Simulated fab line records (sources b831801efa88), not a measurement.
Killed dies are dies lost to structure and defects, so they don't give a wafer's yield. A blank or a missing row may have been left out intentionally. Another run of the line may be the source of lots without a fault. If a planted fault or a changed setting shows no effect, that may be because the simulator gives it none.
fab line records :: flow sky130 :: part 2 of 2: steps 43 to 43 of 43
record
  lots=6
  wafers=18
  lastDay=49
route steps=708 shown VIA3@589 METAL4@598 CAP2M@603 PAD_OPEN@708
lots with no fault: from the same line, run without faults
startH: the number of hours between the record's first day and the start of the first shown wafer of the lot :: waitH: hours elapsed since this lot's preceding step :: " as in the row above :: L1.1+2: a row that stands for several wafers :: - no value present, or no start provided :: * or withheld: withheld :: < > ~ a bound
route shown NAME@n: NAME is a module with steps in the file, n the number in the route of the first one :: usual: mean and standard deviation over wafers with no fault :: same: alike in all rows :: chamber/n: place in a boat :: sites: per-site readings :: _std_site: standard deviation across them :: _edge_site: outer sites' mean less inner sites' :: radiusMm: for every site, how far away it sits from the centre of the wafer :: mask NAME#n: copy n :: behind: tool/chamber where the wafer was last shaped :: hold: cause of the lot's hold/its duration in hours/its outcome :: device: names the non-switching transistor (n, p or np) :: end of line: the route-end tests of the same wafers :: step lacking rows: just its recipe :: killed: count of dies lost to structure and defects at first sort (not the wafer's yield) :: map: shows each die of a wafer: x if killed, . if not, _ if none is there
set.NAME: the setting as run; set.NAME@STEP: as run at that earlier step :: model.NAME: the simulator's own value behind a step, which no gauge read
a table for each step, a row for each wafer; lots at some steps of the route
services: when a tool's chamber went out of use (startH, in hours from the record's first day, below 0 if earlier), for how many hours, and the reason
## steps
# step SKY_PAD_OPEN_PROBE_99
# usual
  defectLimitedYield=82.3/1.8
  killed_at_M0_to_M3=43/6.9
  killed_at_M4_up=3.2/1.6
  killedAtContacts=25/5.1
  killedAtFrontEnd=16/4.5
  killedAtOther=0.3/0.68
  killedDies=87/8.9
  killedOpen=48/6.9
  killedShort=39/6.3
  sort_bin_3_pad_short=0.8/0.4
  sort_bin_5_function=10.5/1.4
  sort_bin_6_memory=6.4/1.1
  sortNPass=405/8.9
  sortYieldPct=82.3/1.8
# same
  grossDies=492
  killedAtBackSide=0
  sort_bin_4_leakage[%]=0
  sort_bin_8_speed[%]=0
lot.wafer: L637.2
tool: prober-02
chamber: -
startH: 1114.63
waitH: 0.1
hold: -
defectLimitedYield[%]: 81.3
killed_at_M0_to_M3: 31
killed_at_M4_up: 6
killedAtContacts: 34
killedAtFrontEnd: 21
killedAtOther: 0
killedDies: 92
killedOpen: 51
killedShort: 41
sort_bin_3_pad_short[%]: 1.0
sort_bin_5_function[%]: 10.6
sort_bin_6_memory[%]: 7.1
sortNPass: 400
sortYieldPct[%]: 81.3
model.etest.tester.sortNPass: 400
model.etest.tester.sortYieldPct: 81.3
model.etest.tester.sort_bin_5_pct: 10.57
model.etest.tester.sort_bin_3_pct: 1.016

lot.wafer: L637.4
tool: prober-02
chamber: -
startH: 1114.73
waitH: 0.2
hold: -
defectLimitedYield[%]: 83.5
killed_at_M0_to_M3: 44
killed_at_M4_up: 2
killedAtContacts: 18
killedAtFrontEnd: 17
killedAtOther: 0
killedDies: 81
killedOpen: 45
killedShort: 36
sort_bin_3_pad_short[%]: 1.4
sort_bin_5_function[%]: 10.6
sort_bin_6_memory[%]: 4.5
sortNPass: 411
sortYieldPct[%]: 83.5
model.etest.tester.sortNPass: 411
model.etest.tester.sortYieldPct: 83.54
model.etest.tester.sort_bin_5_pct: 10.57
model.etest.tester.sort_bin_3_pct: 1.423

lot.wafer: L637.6
tool: prober-02
chamber: -
startH: 1114.83
waitH: 0.2
hold: -
defectLimitedYield[%]: 79.7
killed_at_M0_to_M3: 55
killed_at_M4_up: 4
killedAtContacts: 17
killedAtFrontEnd: 23
killedAtOther: 1
killedDies: 100
killedOpen: 50
killedShort: 50
sort_bin_3_pad_short[%]: 1.4
sort_bin_5_function[%]: 10.2
sort_bin_6_memory[%]: 8.7
sortNPass: 392
sortYieldPct[%]: 79.7
model.etest.tester.sortNPass: 392
model.etest.tester.sortYieldPct: 79.67
model.etest.tester.sort_bin_5_pct: 10.16
model.etest.tester.sort_bin_3_pct: 1.423

lot.wafer: L639.1
tool: prober-02
chamber: -
startH: 1119.54
waitH: 0.1
hold: -
defectLimitedYield[%]: 81.9
killed_at_M0_to_M3: 46
killed_at_M4_up: 4
killedAtContacts: 28
killedAtFrontEnd: 11
killedAtOther: 0
killedDies: 89
killedOpen: 51
killedShort: 38
sort_bin_3_pad_short[%]: 0.6
sort_bin_5_function[%]: 10.0
sort_bin_6_memory[%]: 7.5
sortNPass: 403
sortYieldPct[%]: 81.9
model.etest.tester.sortNPass: 403
model.etest.tester.sortYieldPct: 81.91
model.etest.tester.sort_bin_5_pct: 9.959
model.etest.tester.sort_bin_3_pct: 0.6098

lot.wafer: L639.2
tool: prober-02
chamber: -
startH: 1119.59
waitH: 0.1
hold: -
defectLimitedYield[%]: 81.7
killed_at_M0_to_M3: 49
killed_at_M4_up: 5
killedAtContacts: 25
killedAtFrontEnd: 11
killedAtOther: 0
killedDies: 90
killedOpen: 42
killedShort: 48
sort_bin_3_pad_short[%]: 1.2
sort_bin_5_function[%]: 9.6
sort_bin_6_memory[%]: 7.5
sortNPass: 402
sortYieldPct[%]: 81.7
model.etest.tester.sortNPass: 402
model.etest.tester.sortYieldPct: 81.71
model.etest.tester.sort_bin_5_pct: 9.553
model.etest.tester.sort_bin_3_pct: 1.22

lot.wafer: L639.4
tool: prober-02
chamber: -
startH: 1119.69
waitH: 0.2
hold: -
defectLimitedYield[%]: 82.7
killed_at_M0_to_M3: 49
killed_at_M4_up: 4
killedAtContacts: 21
killedAtFrontEnd: 11
killedAtOther: 0
killedDies: 85
killedOpen: 53
killedShort: 32
sort_bin_3_pad_short[%]: 1.0
sort_bin_5_function[%]: 10.4
sort_bin_6_memory[%]: 5.9
sortNPass: 407
sortYieldPct[%]: 82.7
model.etest.tester.sortNPass: 407
model.etest.tester.sortYieldPct: 82.72
model.etest.tester.sort_bin_5_pct: 10.37
model.etest.tester.sort_bin_3_pct: 1.016

lot.wafer: L644.4
tool: prober-02
chamber: -
startH: 1142.10
waitH: 0.2
hold: -
defectLimitedYield[%]: 80.1
killed_at_M0_to_M3: 49
killed_at_M4_up: 5
killedAtContacts: 26
killedAtFrontEnd: 18
killedAtOther: 0
killedDies: 98
killedOpen: 51
killedShort: 47
sort_bin_3_pad_short[%]: 1.6
sort_bin_5_function[%]: 11.0
sort_bin_6_memory[%]: 7.3
sortNPass: 394
sortYieldPct[%]: 80.1
model.etest.tester.sortNPass: 394
model.etest.tester.sortYieldPct: 80.08
model.etest.tester.sort_bin_5_pct: 10.98
model.etest.tester.sort_bin_3_pct: 1.626

lot.wafer: L644.5
tool: prober-02
chamber: -
startH: 1142.15
waitH: 0.2
hold: -
defectLimitedYield[%]: 82.7
killed_at_M0_to_M3: 40
killed_at_M4_up: 3
killedAtContacts: 31
killedAtFrontEnd: 10
killedAtOther: 1
killedDies: 85
killedOpen: 53
killedShort: 32
sort_bin_3_pad_short[%]: 0.6
sort_bin_5_function[%]: 9.8
sort_bin_6_memory[%]: 6.9
sortNPass: 407
sortYieldPct[%]: 82.7
model.etest.tester.sortNPass: 407
model.etest.tester.sortYieldPct: 82.72
model.etest.tester.sort_bin_5_pct: 9.756
model.etest.tester.sort_bin_3_pct: 0.6098

lot.wafer: L644.6
tool: prober-02
chamber: -
startH: 1142.20
waitH: 0.2
hold: -
defectLimitedYield[%]: 83.3
killed_at_M0_to_M3: 44
killed_at_M4_up: 2
killedAtContacts: 23
killedAtFrontEnd: 13
killedAtOther: 0
killedDies: 82
killedOpen: 51
killedShort: 31
sort_bin_3_pad_short[%]: 0.8
sort_bin_5_function[%]: 9.8
sort_bin_6_memory[%]: 6.1
sortNPass: 410
sortYieldPct[%]: 83.3
model.etest.tester.sortNPass: 410
model.etest.tester.sortYieldPct: 83.33
model.etest.tester.sort_bin_5_pct: 9.756
model.etest.tester.sort_bin_3_pct: 0.813

lot.wafer: L645.2
tool: prober-01
chamber: -
startH: 1148.69
waitH: 0.1
hold: -
defectLimitedYield[%]: 81.1
killed_at_M0_to_M3: 49
killed_at_M4_up: 1
killedAtContacts: 25
killedAtFrontEnd: 18
killedAtOther: 0
killedDies: 93
killedOpen: 51
killedShort: 42
sort_bin_3_pad_short[%]: 1.0
sort_bin_5_function[%]: 10.4
sort_bin_6_memory[%]: 7.5
sortNPass: 399
sortYieldPct[%]: 81.1
model.etest.tester.sortNPass: 399
model.etest.tester.sortYieldPct: 81.1
model.etest.tester.sort_bin_5_pct: 10.37
model.etest.tester.sort_bin_3_pct: 1.016

lot.wafer: L645.3
tool: prober-01
chamber: -
startH: 1148.74
waitH: 0.2
hold: -
defectLimitedYield[%]: 81.5
killed_at_M0_to_M3: 47
killed_at_M4_up: 4
killedAtContacts: 29
killedAtFrontEnd: 10
killedAtOther: 1
killedDies: 91
killedOpen: 50
killedShort: 40
sort_bin_3_pad_short[%]: 0.8
sort_bin_5_function[%]: 10.6
sort_bin_6_memory[%]: 7.1
sortNPass: 401
sortYieldPct[%]: 81.5
model.etest.tester.sortNPass: 401
model.etest.tester.sortYieldPct: 81.5
model.etest.tester.sort_bin_5_pct: 10.57
model.etest.tester.sort_bin_3_pct: 0.813

lot.wafer: L645.4
tool: prober-01
chamber: -
startH: 1148.79
waitH: 0.2
hold: -
defectLimitedYield[%]: 80.3
killed_at_M0_to_M3: 44
killed_at_M4_up: 5
killedAtContacts: 29
killedAtFrontEnd: 19
killedAtOther: 0
killedDies: 97
killedOpen: 64
killedShort: 33
sort_bin_3_pad_short[%]: 1.0
sort_bin_5_function[%]: 13.2
sort_bin_6_memory[%]: 5.5
sortNPass: 395
sortYieldPct[%]: 80.3
model.etest.tester.sortNPass: 395
model.etest.tester.sortYieldPct: 80.28
model.etest.tester.sort_bin_5_pct: 13.21
model.etest.tester.sort_bin_3_pct: 1.016

lot.wafer: L646.1
tool: prober-02
chamber: -
startH: 1159.14
waitH: 0.1
hold: awaitDispo/4.4h/release
defectLimitedYield[%]: 84.6
killed_at_M0_to_M3: 40
killed_at_M4_up: 1
killedAtContacts: 18
killedAtFrontEnd: 17
killedAtOther: 0
killedDies: 76
killedOpen: 53
killedShort: 23
sort_bin_3_pad_short[%]: 0.6
sort_bin_5_function[%]: 9.8
sort_bin_6_memory[%]: 5.1
sortNPass: 416
sortYieldPct[%]: 84.6
model.etest.tester.sortNPass: 416
model.etest.tester.sortYieldPct: 84.55
model.etest.tester.sort_bin_5_pct: 9.756
model.etest.tester.sort_bin_3_pct: 0.6098

lot.wafer: L646.2
tool: prober-02
chamber: -
startH: 1159.19
waitH: 0.1
hold: awaitDispo/4.4h/release
defectLimitedYield[%]: 73.8
killed_at_M0_to_M3: 39
killed_at_M4_up: 54
killedAtContacts: 23
killedAtFrontEnd: 13
killedAtOther: 0
killedDies: 129
killedOpen: 43
killedShort: 36
sort_bin_3_pad_short[%]: 3.7
sort_bin_5_function[%]: 15.0
sort_bin_6_memory[%]: 7.5
sortNPass: 363
sortYieldPct[%]: 73.8
model.etest.tester.sortNPass: 363
model.etest.tester.sortYieldPct: 73.78
model.etest.tester.sort_bin_5_pct: 15.04
model.etest.tester.sort_bin_3_pct: 3.659

lot.wafer: L646.6
tool: prober-02
chamber: -
startH: 1159.39
waitH: 0.2
hold: awaitDispo/4.4h/release
defectLimitedYield[%]: 81.5
killed_at_M0_to_M3: 44
killed_at_M4_up: 1
killedAtContacts: 33
killedAtFrontEnd: 13
killedAtOther: 0
killedDies: 91
killedOpen: 52
killedShort: 37
sort_bin_3_pad_short[%]: 0.8
sort_bin_5_function[%]: 11.6
sort_bin_6_memory[%]: 6.1
sortNPass: 401
sortYieldPct[%]: 81.5
model.etest.tester.sortNPass: 401
model.etest.tester.sortYieldPct: 81.5
model.etest.tester.sort_bin_5_pct: 11.59
model.etest.tester.sort_bin_3_pct: 0.813

lot.wafer: L648.1
tool: prober-02
chamber: -
startH: 1170.49
waitH: 0.1
hold: awaitDispo/3.3h/release
defectLimitedYield[%]: 75.4
killed_at_M0_to_M3: 23
killed_at_M4_up: 55
killedAtContacts: 29
killedAtFrontEnd: 13
killedAtOther: 1
killedDies: 121
killedOpen: 40
killedShort: 29
sort_bin_3_pad_short[%]: 3.3
sort_bin_5_function[%]: 15.7
sort_bin_6_memory[%]: 5.7
sortNPass: 371
sortYieldPct[%]: 75.4
model.etest.tester.sortNPass: 371
model.etest.tester.sortYieldPct: 75.41
model.etest.tester.sort_bin_5_pct: 15.65
model.etest.tester.sort_bin_3_pct: 3.252

lot.wafer: L648.2
tool: prober-02
chamber: -
startH: 1170.54
waitH: 0.1
hold: awaitDispo/3.3h/release
defectLimitedYield[%]: 83.1
killed_at_M0_to_M3: 48
killed_at_M4_up: 4
killedAtContacts: 16
killedAtFrontEnd: 14
killedAtOther: 1
killedDies: 83
killedOpen: 43
killedShort: 39
sort_bin_3_pad_short[%]: 0.2
sort_bin_5_function[%]: 10.6
sort_bin_6_memory[%]: 6.1
sortNPass: 409
sortYieldPct[%]: 83.1
model.etest.tester.sortNPass: 409
model.etest.tester.sortYieldPct: 83.13
model.etest.tester.sort_bin_5_pct: 10.57
model.etest.tester.sort_bin_3_pct: 0.2033

lot.wafer: L648.4
tool: prober-02
chamber: -
startH: 1170.64
waitH: 0.2
hold: awaitDispo/3.3h/release
defectLimitedYield[%]: 82.7
killed_at_M0_to_M3: 40
killed_at_M4_up: 0
killedAtContacts: 19
killedAtFrontEnd: 26
killedAtOther: 0
killedDies: 85
killedOpen: 45
killedShort: 40
sort_bin_3_pad_short[%]: 0.6
sort_bin_5_function[%]: 10.8
sort_bin_6_memory[%]: 5.9
sortNPass: 407
sortYieldPct[%]: 82.7
model.etest.tester.sortNPass: 407
model.etest.tester.sortYieldPct: 82.72
model.etest.tester.sort_bin_5_pct: 10.77
model.etest.tester.sort_bin_3_pct: 0.6098
# killed by level:class
L637.2 LI_CONTACT:geometricParticle:open=10 CONTACT:geometricParticle:open=10 VIA1:geometricParticle:open=7 FIELD_ISO:geometricParticle:open=6 CONTACT:geometricParticle:short=6 VIA3:geometricParticle:open=6 METAL4:geometricParticle:short=6 POLY_GATE:geometricParticle:open=5
L637.4 VIA1:geometricParticle:open=13 FIELD_ISO:geometricParticle:short=7 CONTACT:geometricParticle:open=7 VIA1:geometricParticle:short=7 VIA3:geometricParticle:open=5 FIELD_ISO:geometricParticle:open=4 METAL1:geometricParticle:short=4 VIA3:geometricParticle:short=4
L637.6 VIA1:geometricParticle:open=12 FIELD_ISO:geometricParticle:open=7 VIA1:geometricParticle:short=7 METAL2:geometricParticle:short=7 LOCAL_INTERCONNECT:geometricParticle:short=6 METAL1:geometricParticle:open=5 METAL1:geometricParticle:short=5 POLY_GATE:geometricParticle:open=4
L639.1 VIA1:geometricParticle:open=12 CONTACT:geometricParticle:open=10 LI_CONTACT:geometricParticle:short=7 VIA3:geometricParticle:open=7 LOCAL_INTERCONNECT:geometricParticle:short=6 METAL2:geometricParticle:short=6 VIA1:geometricParticle:short=4 VIA2:geometricParticle:short=4
L639.2 VIA1:geometricParticle:open=9 METAL2:geometricParticle:short=8 LOCAL_INTERCONNECT:geometricParticle:short=7 LI_CONTACT:geometricParticle:open=6 CONTACT:geometricParticle:open=6 VIA2:geometricParticle:open=6 METAL1:geometricParticle:short=5 VIA2:geometricParticle:short=5
L639.4 VIA1:geometricParticle:open=11 VIA3:geometricParticle:open=11 CONTACT:geometricParticle:open=10 VIA2:geometricParticle:open=6 METAL2:geometricParticle:short=6 FIELD_ISO:geometricParticle:short=4 LI_CONTACT:geometricParticle:open=4 VIA1:geometricParticle:short=4
L644.4 VIA1:geometricParticle:open=13 LI_CONTACT:geometricParticle:open=9 FIELD_ISO:geometricParticle:short=7 VIA2:geometricParticle:open=7 CONTACT:geometricParticle:open=7 METAL2:geometricParticle:short=7 METAL1:geometricParticle:short=6 FIELD_ISO:geometricParticle:open=5
L644.5 CONTACT:geometricParticle:open=16 VIA1:geometricParticle:open=10 VIA3:geometricParticle:open=7 LI_CONTACT:geometricParticle:open=6 VIA1:geometricParticle:short=5 VIA2:geometricParticle:open=5 CONTACT:geometricParticle:short=4 VIA2:geometricParticle:short=4
L644.6 VIA1:geometricParticle:open=11 LI_CONTACT:geometricParticle:open=10 CONTACT:geometricParticle:open=8 VIA2:geometricParticle:open=7 VIA3:geometricParticle:open=7 FIELD_ISO:geometricParticle:short=4 METAL2:geometricParticle:short=4 POLY_GATE:geometricParticle:short=3
L645.2 VIA1:geometricParticle:open=15 LOCAL_INTERCONNECT:geometricParticle:short=8 VIA2:geometricParticle:open=7 POLY_GATE:geometricParticle:open=6 LI_CONTACT:geometricParticle:open=6 VIA2:geometricParticle:short=6 VIA3:geometricParticle:open=6 CONTACT:geometricParticle:short=5
L645.3 VIA1:geometricParticle:open=10 CONTACT:geometricParticle:open=9 LI_CONTACT:geometricParticle:open=7 LI_CONTACT:geometricParticle:short=6 VIA2:geometricParticle:open=6 LOCAL_INTERCONNECT:geometricParticle:short=5 VIA3:geometricParticle:open=5 METAL1:geometricParticle:open=5
L645.4 VIA1:geometricParticle:open=12 CONTACT:geometricParticle:open=11 VIA3:geometricParticle:open=9 LI_CONTACT:geometricParticle:open=6 POLY_GATE:geometricParticle:open=5 POLY_GATE:geometricParticle:short=5 VIA2:geometricParticle:open=5 CONTACT:geometricParticle:short=5
L646.1 CONTACT:geometricParticle:open=11 VIA1:geometricParticle:open=9 VIA2:geometricParticle:open=9 VIA1:geometricParticle:short=6 FIELD_ISO:geometricParticle:open=5 METAL2:geometricParticle:short=5 FIELD_ISO:geometricParticle:short=4 LI_CONTACT:geometricParticle:open=4
L646.2 METAL4:unspecified=50 VIA1:geometricParticle:open=12 CONTACT:geometricParticle:open=8 LI_CONTACT:geometricParticle:open=6 LOCAL_INTERCONNECT:geometricParticle:short=5 VIA2:geometricParticle:open=5 VIA3:geometricParticle:short=4 METAL2:geometricParticle:short=4
L646.6 LI_CONTACT:geometricParticle:open=11 CONTACT:geometricParticle:open=9 VIA1:geometricParticle:open=8 CONTACT:geometricParticle:short=7 VIA1:geometricParticle:short=7 METAL1:geometricParticle:short=5 VIA2:geometricParticle:open=5 METAL2:geometricParticle:open=4
L648.1 METAL4:unspecified=51 CONTACT:geometricParticle:open=9 CONTACT:geometricParticle:short=8 VIA2:geometricParticle:open=7 LI_CONTACT:geometricParticle:open=6 VIA1:geometricParticle:open=4 METAL1:geometricParticle:short=4 FIELD_ISO:geometricParticle:open=3
L648.2 VIA1:geometricParticle:open=12 METAL1:geometricParticle:short=9 CONTACT:geometricParticle:open=8 METAL2:geometricParticle:short=8 FIELD_ISO:geometricParticle:open=5 POLY_GATE:geometricParticle:open=5 VIA3:geometricParticle:short=5 CONTACT:geometricParticle:short=3
L648.4 FIELD_ISO:geometricParticle:short=14 CONTACT:geometricParticle:open=11 VIA1:geometricParticle:open=10 FIELD_ISO:geometricParticle:open=9 METAL1:geometricParticle:short=6 VIA3:geometricParticle:open=5 LI_CONTACT:geometricParticle:open=4 VIA1:geometricParticle:short=4
# map L646.2 (x killed, . not)
__________.x....x..._________
________.............._______
______..x......x...xx..._____
_____....x....x..........____
____x.......x.xxxx....x...___
___..x..xx...........x.x...__
__..x..x.....xxx.xx......x.._
_....xxx..xxxxxxxxx...x....x.
_...x......xxxxxxxxx...x..x..
_..x......xxxxxxxxxx....x....
_.x...x...xxxxxxxxxx.........
_.xx.xx...xxxxxxxxxx.........
_...x.......xxxxxx..........x
_......x......xx..........x..
_...x...x.......x.......x.x..
__x.......x.....x..........._
___....................x...__
____......xx...xx.......x.___
_____.............x......____
______x.......xx....x..._____
________x.........xx.x_______
__________..x..x...._________
# map L648.1 (x killed, . not)
__________....x...x._________
________.....x....x.x._______
______.............x.x.._____
_____..x.................____
____...........x..x.x.....___
___.xx.x...x..x.x.x........__
__..........x.xx.x.........x_
_..x..x.x...xxxxxxxx..x.x...x
_....x....xxxxxxxxxx....x....
_....x.....xxxxxxxx..........
_.xx.......xxxxxxxxx.....x...
_..x......xx.xxxxxx..........
_.......x..xx.x.x......x.....
_....x.......x.x..x...xx.x.x.
_......xx.x.x.xx..........x..
__...x........x........x...._
___....x.x..........x...x..__
____........x.x...xx...x..___
_____.......x.....x.x..x.____
______.x........x......._____
________x...x........._______
__________......x..._________
## services
tool: rieMetal-02
chamber: 0
startH: 952.25
hours: 3.7
kind: repair

tool: cvdW-02
chamber: 0
startH: 959.99
hours: 8.1
kind: repair

tool: pecvd-04
chamber: 2
startH: 962.28
hours: 5.5
kind: scheduledDown

tool: rieMetal-01
chamber: 0
startH: 963.91
hours: 4.2
kind: repair

tool: cvdW-01
chamber: -
startH: 966.57
hours: 1.1
kind: repair

tool: cmp-01
chamber: -
startH: 972.57
hours: 1.3
kind: repair

tool: rieMetal-02
chamber: -
startH: 973.37
hours: 0.6
kind: repair

tool: pvdSputter-04
chamber: -
startH: 975.56
hours: 4.8
kind: repair

tool: cmp-01
chamber: -
startH: 985.66
hours: 0.4
kind: repair

tool: rieMetal-02
chamber: 1
startH: 988.39
hours: -
kind: clean

tool: rieMetal-02
chamber: 1
startH: 988.39
hours: 12.7
kind: scheduledDown

tool: rieMetal-02
chamber: 1
startH: 988.39
hours: 12.7
kind: ventCycle

tool: pecvd-04
chamber: 0
startH: 989.19
hours: 5.5
kind: scheduledDown

tool: pvdSputter-02
chamber: -
startH: 995.26
hours: 0.9
kind: repair

tool: cvdW-02
chamber: 0
startH: 1002.16
hours: 11.1
kind: repair

tool: pecvd-04
chamber: -
startH: 1007.40
hours: 0.6
kind: repair

tool: cvdW-02
chamber: 1
startH: 1015.75
hours: 12.2
kind: repair

tool: pecvd-03
chamber: 1
startH: 1019.32
hours: 5.5
kind: scheduledDown

tool: pecvd-03
chamber: 1
startH: 1024.78
hours: -
kind: clean

tool: pvdSputter-03
chamber: -
startH: 1026.05
hours: 0.8
kind: repair

tool: cvdW-01
chamber: 0
startH: 1036.42
hours: 3.1
kind: repair

tool: pvdSputter-04
chamber: -
startH: 1039.09
hours: 1.9
kind: repair

tool: rieMetal-02
chamber: 1
startH: 1045.82
hours: 5.2
kind: repair

tool: cvdW-02
chamber: -
startH: 1046.26
hours: 6.9
kind: pm
## key
firstSign
  step=SKY_PAD_OPEN_PROBE_99
  reading=killed_at_M4_up
  direction=up
  sigmas=32
  usual=3.2
  struck=54.5
effect
  step=SKY_PAD_OPEN_PROBE_99
  reading=sort_bin_3_pad_short
  direction=up
  sigmas=6.6
  usual=0.8
  struck=3.5
modelEffect
  step=SKY_PAD_OPEN_PROBE_99
  value=etest.tester.sortNPass
  without=411
  struck=367
metAt SKY_METAL4_SPUTTER_03
struckWafers L646.2,L648.1
onsetBetween 1003.47 1023.56
fault
  kind=chamberParticleSource
  tool=pvdSputter-03
  chamber=-
  onsetH=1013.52
  steps=SKY_METAL4_SPUTTER_03
  ratePerVisitCm2=0.98232
  endH=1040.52
  scope=struckWafersOnly
